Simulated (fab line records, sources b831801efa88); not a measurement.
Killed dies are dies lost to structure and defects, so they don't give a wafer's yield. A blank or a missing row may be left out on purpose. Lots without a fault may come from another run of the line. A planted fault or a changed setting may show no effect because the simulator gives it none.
fab line records | flow sky130
record lots=14 wafers=42 last_day=50
route steps=708 shown VT_ADJUST_LVTN@115 SONOS_ONO@181 GATE_OXIDE@196 RES_PROTECT@214
lots that met no fault: from a run of the same line without faults
start_h: hours from the record's first day to the start of the lot's first wafer shown | wait_h: hours since the lot's step before | " the same as in the row above | L1.1+2: a row that stands for several wafers | - no value, or no start given | * or withheld: withheld | < > ~ a bound
route shown NAME@n: a module of which the file shows steps, and the number in the route of the first | usual: mean/standard deviation of fault-free wafers | same: alike in all rows | chamber/n: place in a boat | sites: the reading at each site | _std_site: their standard deviation | _edge_site: outer sites' mean less inner sites' | radius_mm: how far each site lies from the wafer's centre | mask NAME#n: copy n | behind: the tool/chamber that last shaped the wafer | hold: why the lot was held/for how many hours/how that ended | device: the transistor (n, p or np) that didn't switch | end of line: the same wafers' tests at the end of the route | a step without rows: its recipe alone | killed: dies lost to structure and defects at the first sort, not the wafer's yield | map: a wafer's dies, x killed, . not, _ none there
set.NAME: the setting as run; set.NAME@STEP: as run at that earlier step | model.NAME: the simulator's own value behind a step, which no gauge read
steps of the route over a sample of lots; a table a step, a row a wafer
services: from which hour (start_h, from the record's first day; less than 0 if before it) a tool's chamber was out of use, for how many hours, and why
## steps
# step SKY_VT_ADJUST_LVTN_OVL_MEAS_18
# usual VT_ADJUST_LVTN_01_OVL=-0.3/1.7
# columns lot.wafer tool chamber start_h wait_h VT_ADJUST_LVTN_01_OVL[nm]
L462.1 overlay-01 - 164.38 0.1 -1.4
L462.3 " - " " 0.7
L462.6 " - " " 1.1
L463.1 overlay-02 - 170.08 0.1 0.6
L463.2 " - " " 1.3
L463.3 " - " " 0.1
L465.1 overlay-02 - 184.25 0.1 1.6
L465.4 " - " " -0.6
L465.5 " - " " -0.4
L466.1 overlay-02 - 192.03 0.1 1.7
L466.2 " - " " -0.2
L466.3 " - " " 3.0
L470.1 overlay-02 - 235.80 0.1 -0.1
L470.2 " - " " 0.5
L470.4 " - " " 0.5
L476.3 overlay-02 - 265.44 0.1 -1.1
L476.5 " - " " -1.4
L476.6 " - " " 1.0
L477.2 overlay-01 - 265.74 0.1 -2.5
L477.3 " - " " -3.5
L477.5 " - " " -1.7
L478.2 overlay-01 - 274.84 0.1 -0.7
L478.3 " - " " 0.6
L478.5 " - " " -0.5
L479.2 overlay-01 - 279.06 0.1 -2.1
L479.3 " - " " -2.8
L479.4 " - " " -5.1
L480.3 overlay-01 - 285.91 0.1 -0.6
L480.4 " - " " 0.9
L480.5 " - " " 0.1
L481.1 overlay-01 - 290.55 0.1 -1.2
L481.3 " - " " 1.0
L481.6 " - " " -3.2
L482.1 overlay-02 - 304.03 0.1 1.6
L482.2 " - " " 0.7
L482.4 " - " " -0.2
L483.1 overlay-01 - 312.67 0.1 0.0
L483.2 " - " " 0.2
L483.5 " - " " -0.6
L485.1 overlay-02 - 323.83 0.1 -0.9
L485.4 " - " " -1.7
L485.5 " - " " 1.0
# step SKY_SONOS_ONO_CD_MEAS_13
# recipe target_cd_nm=410
# usual cd_nm=410/3.1
# columns lot.wafer tool chamber start_h wait_h cd_nm
L462.1 cd_sem-02 - 284.50 0.1 408
L462.3 " - " " 409
L462.6 " - " " 409
L463.1 cd_sem-01 - 292.85 0.1 407
L463.2 " - " " 406
L463.3 " - " " 407
L465.1 cd_sem-02 - 310.20 0.1 411
L465.4 " - " " 411
L465.5 " - " " 412
L466.1 cd_sem-01 - 319.98 0.1 413
L466.2 " - " " 412
L466.3 " - " " 411
L470.1 cd_sem-01 - 374.40 0.1 408
L470.2 " - " " 408
L470.4 " - " " 410
L476.3 cd_sem-01 - 408.02 0.1 408
L476.5 " - " " 409
L476.6 " - " " 408
L477.2 cd_sem-01 - 411.57 0.1 410
L477.3 " - " " 409
L477.5 " - " " 409
L478.2 cd_sem-02 - 421.02 0.1 409
L478.3 " - " " 411
L478.5 " - " " 410
L479.2 cd_sem-02 - 428.02 0.1 408
L479.3 " - " " 408
L479.4 " - " " 406
L480.3 cd_sem-02 - 435.92 0.1 405
L480.4 " - " " 406
L480.5 " - " " 405
L481.1 cd_sem-02 - 440.28 0.1 408
L481.3 " - " " 410
L481.6 " - " " 410
L482.1 cd_sem-02 - 456.20 0.1 407
L482.2 " - " " 406
L482.4 " - " " 405
L483.1 cd_sem-01 - 464.53 0.1 413
L483.2 " - " " 413
L483.5 " - " " 415
L485.1 cd_sem-02 - 477.40 0.1 405
L485.4 " - " " 411
L485.5 " - " " 409
# step SKY_GATE_OXIDE_DEVELOP_09
# recipe resist=NOVOLAK developer=TMAH develop_time_s=60 dev_temp_c=23
# usual chill_plate_temp_C=23.03/0.11 develop_time_s=60/0 developer_temp_C=23.01/0.13
# columns lot.wafer tool chamber start_h wait_h chill_plate_temp_C develop_time_s developer_temp_C
L462.1 litho_track-02 0 313.08 0.1 23.02 60 22.77
L462.3 " 0 " " 22.97 60 22.96
L462.6 " 0 " " 22.91 60 22.91
L463.1 litho_track-03 0 321.07 0.1 22.96 60 23.18
L463.2 " 0 " " 22.94 60 23.02
L463.3 " 0 " " 23.16 60 22.97
L465.1 litho_track-03 0 339.32 0.1 23.02 60 23.07
L465.4 " 0 " " 23.00 60 22.97
L465.5 " 0 " " 23.11 60 22.97
L466.1 litho_track-01 0 350.20 0.1 23.09 60 23.13
L466.2 " 0 " " 23.21 60 23.02
L466.3 " 0 " " 23.23 60 23.02
L470.1 litho_track-01 0 407.05 0.1 22.91 60 22.71
L470.2 " 0 " " 22.92 60 22.86
L470.4 " 0 " " 22.93 60 22.77
L476.3 litho_track-02 - 440.78 0.1 - - -
L476.5 " - " " - - -
L476.6 " - " " - - -
L477.2 litho_track-01 - 445.32 0.1 - - -
L477.3 " - " " - - -
L477.5 " - " " - - -
L478.2 litho_track-02 0 455.15 0.1 23.12 60 23.14
L478.3 " 0 " " 23.10 60 22.95
L478.5 " 0 " " 23.09 60 23.09
L479.2 litho_track-01 0 461.32 0.1 22.90 60 22.83
L479.3 " 0 " " 22.96 60 22.89
L479.4 " 0 " " 23.07 60 22.87
L480.3 litho_track-03 0 468.87 0.1 22.99 60 23.16
L480.4 " 0 " " 23.08 60 23.01
L480.5 " 0 " " 23.10 60 23.02
L481.1 litho_track-02 0 472.98 0.1 23.17 60 22.93
L481.3 " 0 " " 23.08 60 23.07
L481.6 " 0 " " 23.06 60 23.01
L482.1 litho_track-03 0 489.42 0.1 23.03 60 22.96
L482.2 " 0 " " 23.03 60 22.98
L482.4 " 0 " " 23.09 60 23.01
L483.1 litho_track-01 0 498.60 0.1 23.02 60 23.15
L483.2 " 0 " " 22.85 60 22.94
L483.5 " 0 " " 23.06 60 23.16
L485.1 litho_track-02 0 511.38 0.1 22.92 60 23.19
L485.4 " 0 " " 23.02 60 23.01
L485.5 " 0 " " 23.12 60 23.12
# step SKY_RES_PROTECT_STRIP_07
# recipe chemistry=O2/N2 power_w=1400 pressure_mtorr=1500 platen_temp_c=withheld o2_flow_sccm=3000 n2_flow_sccm=300 overash_fraction=0.5
# usual drypump_motor_current_A=6.1/0.55 oes_product_au=0.518/0.0046 strip_time_to_endpoint_s=23.30/0.045
# columns lot.wafer tool chamber start_h wait_h drypump_motor_current_A oes_product_au rf_hours_counter_h strip_time_to_endpoint_s
L462.1 plasma_asher-01 1 346.05 0.1 5.7 0.513 61 23.23
L462.3 " 1 " " 5.7 0.510 - 23.23
L462.6 " 0 " " 6.5 0.510 - 23.19
L463.1 plasma_asher-04 1 352.85 0.1 6.0 0.522 54 23.30
L463.2 " 0 " " 6.5 0.522 54 23.24
L463.3 " 0 " " 6.5 0.513 - 23.28
L465.1 plasma_asher-02 0 370.25 0.1 5.1 0.520 25 23.39
L465.4 " 1 " " 6.6 0.519 - 23.40
L465.5 " 1 " " 6.6 0.525 - 23.38
L466.1 plasma_asher-02 1 383.20 0.1 6.6 0.507 27 23.32
L466.2 " 0 " " 5.1 0.515 27 23.34
L466.3 " 0 " " 5.1 0.516 - 23.31
L470.1 plasma_asher-02 0 441.42 0.1 5.1 0.514 33 23.30
L470.2 " 1 " " 6.6 0.514 33 23.30
L470.4 " 0 " " 5.1 0.520 - 23.35
L478.2 plasma_asher-01 0 489.85 0.1 6.5 0.511 5 23.31
L478.3 " 1 " " 5.7 0.525 - 23.30
L478.5 " 1 " " 5.7 0.519 - 23.32
L479.2 plasma_asher-01 1 497.02 0.1 5.7 0.513 6 23.29
L479.3 " 1 " " 5.7 0.523 - 23.34
L479.4 " 0 " " 6.5 0.515 - 23.35
L480.3 plasma_asher-02 0 505.33 0.1 5.1 0.523 - 23.34
L480.4 " 1 " " 6.6 0.519 - 23.36
L480.5 " 0 " " 5.1 0.518 - 23.34
L481.1 plasma_asher-01 1 507.75 0.1 5.7 0.516 7 23.34
L481.3 " 0 " " 6.5 0.519 - 23.30
L481.6 " 1 " " 5.7 0.527 - 23.33
L482.1 plasma_asher-04 0 524.15 0.1 6.5 0.524 71 23.25
L482.2 " 1 " " 6.0 0.518 71 23.27
L482.4 " 1 " " 6.0 0.522 - 23.31
L483.1 plasma_asher-02 0 532.70 0.1 5.1 0.517 42 23.24
L483.2 " 1 " " 6.7 0.517 42 23.23
L483.5 " 1 " " 6.7 0.516 - 23.25
L485.1 plasma_asher-01 1 546.77 0.1 5.7 0.511 11 23.37
L485.4 " 1 " " 5.7 0.512 - 23.31
L485.5 " 1 " " 5.7 0.523 - 23.37
## services
# columns tool chamber start_h hours kind
plasma_asher-01 - 307.36 0.4 repair
plasma_asher-02 - 400.48 0.5 repair
plasma_asher-01 - 421.25 9.0 pm
plasma_asher-01 0 421.25 9.0 vent_cycle
plasma_asher-01 1 421.25 9.0 vent_cycle
plasma_asher-01 0 430.25 - clean
plasma_asher-01 1 430.25 - clean
plasma_asher-04 - 462.81 2.6 repair
plasma_asher-01 - 487.41 1.3 repair
litho_track-03 - 499.35 - consumable_replace:filter
plasma_asher-01 - 541.57 2.7 repair
## key
first_sign step=SKY_GATE_OXIDE_DEVELOP_09 reading=tool_record direction=missing
effect none on later readings
met_at SKY_GATE_OXIDE_DEVELOP_09
struck_lots L476,L477
later_rows_left_out L476.3,L476.5,L476.6,L477.2,L477.3,L477.5
sort_left_out L476.3,L476.5,L476.6,L477.2,L477.3,L477.5
tester_left_out L476,L477
not_acting_at SKY_VT_ADJUST_LVTN_OVL_MEAS_18,SKY_SONOS_ONO_CD_MEAS_13,SKY_RES_PROTECT_STRIP_07
onset_between 407.05 440.78
fault kind=skipped_step_whole tool=litho_track-01,litho_track-02 chamber=- onset_h=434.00 steps=SKY_GATE_OXIDE_DEVELOP_09 scope=struck_lots_only
# tester_left_out: of these lots the tester's yield and bins aren't shown, on N5 and GAA mostly nor the transistor test; their killed dies are dies lost to structure and defects alone, not to doping, threshold or leakage, so they don't give the yield
# sort_left_out: the simulated sort isn't trusted on such a fault, so these wafers' sort isn't shown, and their yield isn't known
# later_rows_left_out: the simulator's readings of these wafers behind a module that went badly wrong aren't trusted and aren't shown, but for the sort
